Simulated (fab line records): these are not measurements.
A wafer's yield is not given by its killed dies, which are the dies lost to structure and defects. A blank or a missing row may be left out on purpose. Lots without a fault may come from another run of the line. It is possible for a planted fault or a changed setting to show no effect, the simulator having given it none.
Problem report in the 8D (eight disciplines) form, filled by code || flow sfq_line || the parts of the form that need people (team, actions taken, sign-off) are left out

== 1. WHAT WENT WRONG ==
Wafers without a fault read 0.685 a.u., standard deviation 0.0047; oes_product_au at SFQ_TRILAYER_M6_BARC_OPEN_METAL_ETCH_206 reads a mean of 0.876 a.u. on 3 wafers belonging to 2 lots. That is +41 standard deviations from the usual mean.
The step: etches BARC in O2, target depth 125 nm, time 41.7 s.
First observed at day 63 13:47: wafer L120.2, on rie_metal-01. Wafers with a number at this step in the record: 40, from 14 lots. Rule for "out" (also "out of limits"): further than 4 standard deviations from the usual mean. The other wafers with a number count as sound.

== 2. WHAT THIS IS AND IS NOT ==
{"question": "which readings at this step", "is": "oes_product_au, run_length_s", "is not": "chamber_pressure_mTorr, drypump_motor_current_A"}
{"question": "which lots", "is": "L120, L122", "is not": "L104, L105, L106, L107, L108, L109, L110, L111, L112, L113, L114, L127"}
{"question": "which wafers of those lots", "is": "L120.2, L122.1, L122.2", "is not": "L120.3"}
{"question": "read on which tools", "is": "rie_metal-01", "is not": "rie_metal-03, rie_metal-04"}
{"question": "when", "is": "from day 63 13:47", "is not": "up to then (34 sound wafers); but 3 sound wafers of L127 came after"}

== 3. SUSPECTS, AND WHAT RULES EACH OUT ==
Counting: a tool at a process step up to the reading stays a suspect if it ran every lot that is out. Sound lots after the first of them don't rule it out here, since some wafers of a struck lot are sound.
- rie_metal-01 at SFQ_TRILAYER_M6_BARC_OPEN_METAL_ETCH_206 (etches BARC in O2, target depth 125 nm, time 41.7 s): kept. It ran every lot that is out, first L120 (day 63 13:47); its last sound lot up to then is L114 (day 61 18:01). Its own readings are out on those wafers: oes_product_au, run_length_s.
The count leaves rie_metal-01 at SFQ_TRILAYER_M6_BARC_OPEN_METAL_ETCH_206.

== 4. THE CAUSE (what the simulator had put in) ==
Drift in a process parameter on rie_metal-01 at SFQ_TRILAYER_M6_BARC_OPEN_METAL_ETCH_206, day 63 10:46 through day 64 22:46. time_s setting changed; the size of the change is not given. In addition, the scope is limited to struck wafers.
The count eliminated every tool but this one.

== 5. THE CHAIN OF EFFECTS, in route order ==
One row per reading whose mean, taken over the struck wafers that have a number, lies over 3 standard deviations from the usual. Readings are gone through only where the record gives a usual standard deviation; hours: the median, over the lots, of the time from a lot's start at the first step in this table giving one to that lot's start at this step; sigmas: the change measured in usual standard deviations.
{"hours": 0, "step": "SFQ_TRILAYER_M6_BARC_OPEN_METAL_ETCH_206", "reading": "oes_product_au", "usual": "0.685 a.u.", "on struck wafers": 0.876, "change": "+0.191", "sigmas": "+41"}
{"hours": 0, "step": "SFQ_TRILAYER_M6_BARC_OPEN_METAL_ETCH_206", "reading": "run_length_s", "usual": "70.0 s", "on struck wafers": 58.8, "change": -11.2, "sigmas": -34}
Process steps it contains:
- SFQ_TRILAYER_M6_BARC_OPEN_METAL_ETCH_206: etches BARC in O2, target depth 125 nm, time 41.7 s.

== 6. HOW IT WOULD HAVE BEEN CAUGHT EARLIER ==
In this record the first reading out of limits was taken at day 63 13:47, 3 hours after the fault began at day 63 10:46.
